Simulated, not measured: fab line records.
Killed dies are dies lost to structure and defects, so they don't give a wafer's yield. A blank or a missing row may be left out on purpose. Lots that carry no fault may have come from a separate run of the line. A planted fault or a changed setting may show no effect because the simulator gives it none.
Split-lot trial :: flow sfq line :: on a route of 325 steps: 5 lots, 23 wafers read

== ON THE SPLIT ==
At SFQ_TRILAYER_I7_DEP_PECVD_183 (deposits SiO2 from SiH4/N2O, time 111.11 s, target thk 500 nm), the setting time s was moved away from the recipe's 111.11 s on 9 of the 23 wafers read, by -9.6% to -5.9%. This setting was run at the recipe's value on the other wafers.

The reading comes from the split's own step.

== THE READING ==
SiO2_of_TRILAYER_I7_DEP_PECVD_183.thk nm (the simulator's own value, which no gauge read), in nm, at SFQ_TRILAYER_I7_DEP_PECVD_183 (deposits SiO2 from SiH4/N2O, time 111.11 s, target thk 500 nm). The file does not state a usual value for it. Across the 14 wafers here that went through the recipe, the average is 499.2 nm and the standard deviation 5.2 nm.

wafer: L076.2
tool, chamber at the split: pecvd-04, 2
time s as run, s: 111.11
against the recipe: recipe
SiO2_of_TRILAYER_I7_DEP_PECVD_183.thk nm, nm: 496.1
against lot-mates on the recipe: -

wafer: L076.3
tool, chamber at the split: pecvd-04, 2
time s as run, s: 104.6
against the recipe: -5.9%
SiO2_of_TRILAYER_I7_DEP_PECVD_183.thk nm, nm: 475.1
against lot-mates on the recipe: -23.6

wafer: L076.4
tool, chamber at the split: pecvd-04, 0
time s as run, s: 104.6
against the recipe: -5.9%
SiO2_of_TRILAYER_I7_DEP_PECVD_183.thk nm, nm: 462
against lot-mates on the recipe: -36.8

wafer: L076.5
tool, chamber at the split: pecvd-04, 0
time s as run, s: 104.6
against the recipe: -5.9%
SiO2_of_TRILAYER_I7_DEP_PECVD_183.thk nm, nm: 466.6
against lot-mates on the recipe: -32.1

wafer: L076.6
tool, chamber at the split: pecvd-04, 2
time s as run, s: 111.11
against the recipe: recipe
SiO2_of_TRILAYER_I7_DEP_PECVD_183.thk nm, nm: 501.4
against lot-mates on the recipe: -

wafer: L077.1
tool, chamber at the split: pecvd-04, 2
time s as run, s: 111.11
against the recipe: recipe
SiO2_of_TRILAYER_I7_DEP_PECVD_183.thk nm, nm: 501.4
against lot-mates on the recipe: -

wafer: L077.2
tool, chamber at the split: pecvd-04, 1
time s as run, s: 101.6
against the recipe: -8.6%
SiO2_of_TRILAYER_I7_DEP_PECVD_183.thk nm, nm: 459.1
against lot-mates on the recipe: -43.1

wafer: L077.3
tool, chamber at the split: pecvd-04, 0
time s as run, s: 101.6
against the recipe: -8.6%
SiO2_of_TRILAYER_I7_DEP_PECVD_183.thk nm, nm: 451.9
against lot-mates on the recipe: -50.3

wafer: L077.4
tool, chamber at the split: pecvd-04, 1
time s as run, s: 101.6
against the recipe: -8.6%
SiO2_of_TRILAYER_I7_DEP_PECVD_183.thk nm, nm: 473.4
against lot-mates on the recipe: -28.8

wafer: L077.6
tool, chamber at the split: pecvd-04, 0
time s as run, s: 111.11
against the recipe: recipe
SiO2_of_TRILAYER_I7_DEP_PECVD_183.thk nm, nm: 503
against lot-mates on the recipe: -

wafer: L079.2
tool, chamber at the split: pecvd-04, 0
time s as run, s: 111.11
against the recipe: recipe
SiO2_of_TRILAYER_I7_DEP_PECVD_183.thk nm, nm: 492.7
against lot-mates on the recipe: -

wafer: L079.4
tool, chamber at the split: pecvd-04, 1
time s as run, s: 111.11
against the recipe: recipe
SiO2_of_TRILAYER_I7_DEP_PECVD_183.thk nm, nm: 509.8
against lot-mates on the recipe: -

wafer: L079.6
tool, chamber at the split: pecvd-04, 2
time s as run, s: 111.11
against the recipe: recipe
SiO2_of_TRILAYER_I7_DEP_PECVD_183.thk nm, nm: 498.9
against lot-mates on the recipe: -

wafer: L082.1
tool, chamber at the split: pecvd-02, 2
time s as run, s: 100.4
against the recipe: -9.6%
SiO2_of_TRILAYER_I7_DEP_PECVD_183.thk nm, nm: 434.5
against lot-mates on the recipe: -60.2

wafer: L082.3
tool, chamber at the split: pecvd-02, 1
time s as run, s: 111.11
against the recipe: recipe
SiO2_of_TRILAYER_I7_DEP_PECVD_183.thk nm, nm: 493.9
against lot-mates on the recipe: -

wafer: L082.4
tool, chamber at the split: pecvd-02, 0
time s as run, s: 111.11
against the recipe: recipe
SiO2_of_TRILAYER_I7_DEP_PECVD_183.thk nm, nm: 495.5
against lot-mates on the recipe: -

wafer: L082.5
tool, chamber at the split: pecvd-02, 2
time s as run, s: 100.4
against the recipe: -9.6%
SiO2_of_TRILAYER_I7_DEP_PECVD_183.thk nm, nm: 441.9
against lot-mates on the recipe: -52.8

wafer: L082.6
tool, chamber at the split: pecvd-02, 1
time s as run, s: 100.4
against the recipe: -9.6%
SiO2_of_TRILAYER_I7_DEP_PECVD_183.thk nm, nm: 450.6
against lot-mates on the recipe: -44.1

wafer: L084.1
tool, chamber at the split: pecvd-04, 1
time s as run, s: 111.11
against the recipe: recipe
SiO2_of_TRILAYER_I7_DEP_PECVD_183.thk nm, nm: 498.4
against lot-mates on the recipe: -

wafer: L084.2
tool, chamber at the split: pecvd-04, 2
time s as run, s: 111.11
against the recipe: recipe
SiO2_of_TRILAYER_I7_DEP_PECVD_183.thk nm, nm: 493.1
against lot-mates on the recipe: -

wafer: L084.3
tool, chamber at the split: pecvd-04, 0
time s as run, s: 111.11
against the recipe: recipe
SiO2_of_TRILAYER_I7_DEP_PECVD_183.thk nm, nm: 496.6
against lot-mates on the recipe: -

wafer: L084.4
tool, chamber at the split: pecvd-04, 2
time s as run, s: 111.11
against the recipe: recipe
SiO2_of_TRILAYER_I7_DEP_PECVD_183.thk nm, nm: 498.7
against lot-mates on the recipe: -

wafer: L084.5
tool, chamber at the split: pecvd-04, 1
time s as run, s: 111.11
against the recipe: recipe
SiO2_of_TRILAYER_I7_DEP_PECVD_183.thk nm, nm: 509.2
against lot-mates on the recipe: -

THE FIT
A straight line over all 23 wafers: SiO2_of_TRILAYER_I7_DEP_PECVD_183.thk nm changes by +5.27 nm for each +1% of time s; r = +0.95; the points scatter about the line by 7.3 nm.
The same after taking each lot's own level away (the mean of its wafers on the recipe; 23 wafers): +5.16 nm for each +1%; r = +0.96; scatter 6.3 nm.
The reading moves by 50 nm for the largest change in time s, on that fit.
The span of the lots' own levels, 494.70 to 502.20 nm, comes to 1.4 times the standard deviation stated above.
Consequently the slope shifts little with the lot-to-lot level, the two slopes agreeing.
Check: for one of the wafers moved furthest among these (-9.6%), held out of the fit, the line's prediction against its lot-mates is -47.8 nm. Against them it came out at -60.2 nm.

== THESE WAFERS: OTHER SPLITS ==
Other splits were also applied to these wafers ahead of the reading. Each is held against what the fit with the lots' levels taken away leaves over:
other split on the same wafers: SFQ_TRILAYER_C5_LITHO_EXPOSE_152 dose mj
wafers away from the commonest value: 10
r with SiO2_of_TRILAYER_I7_DEP_PECVD_183.thk nm (lot level and that fit taken away): -0.04

other split on the same wafers: SFQ_TRILAYER_M6_LITHO_COAT_159 spin rpm
wafers away from the commonest value: 10
r with SiO2_of_TRILAYER_I7_DEP_PECVD_183.thk nm (lot level and that fit taken away): +0.20

other split on the same wafers: SFQ_TRILAYER_M6_BARC_OPEN_METAL_ETCH_206 time s
wafers away from the commonest value: 8
r with SiO2_of_TRILAYER_I7_DEP_PECVD_183.thk nm (lot level and that fit taken away): -0.15

other split on the same wafers: SFQ_TRILAYER_I6_VIA_LITHO_PEB_172 peb time s
wafers away from the commonest value: 7
r with SiO2_of_TRILAYER_I7_DEP_PECVD_183.thk nm (lot level and that fit taken away): +0.04

other split on the same wafers: SFQ_TRILAYER_I6_VIA_BARC_OPEN_VIA_ETCH_235 time s
wafers away from the commonest value: 4
r with SiO2_of_TRILAYER_I7_DEP_PECVD_183.thk nm (lot level and that fit taken away): +0.06

== THE WHOLE CHAIN: every reading that the file lists as answering this split, in the file's order ==
step: SFQ_TRILAYER_I7_DEP_PECVD_183
what it does: deposits SiO2 from SiH4/N2O, time 111.11 s, target thk 500 nm
reading: SiO2_of_TRILAYER_I7_DEP_PECVD_183.thk nm (the simulator's own value, which no gauge read)
change (the file's fit): +5.16 nm for each +1% of the setting
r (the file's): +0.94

step: SFQ_TRILAYER_I7_CMP_CMP_184
what it does: polishes SiO2
reading: time to endpoint s
change (the file's fit): withheld for each +1% of the setting
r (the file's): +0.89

== THE FILE'S OWN FIT ==
SiO2_of_TRILAYER_I7_DEP_PECVD_183.thk nm changes by +5.16 nm for each +1% of time s, r = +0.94.
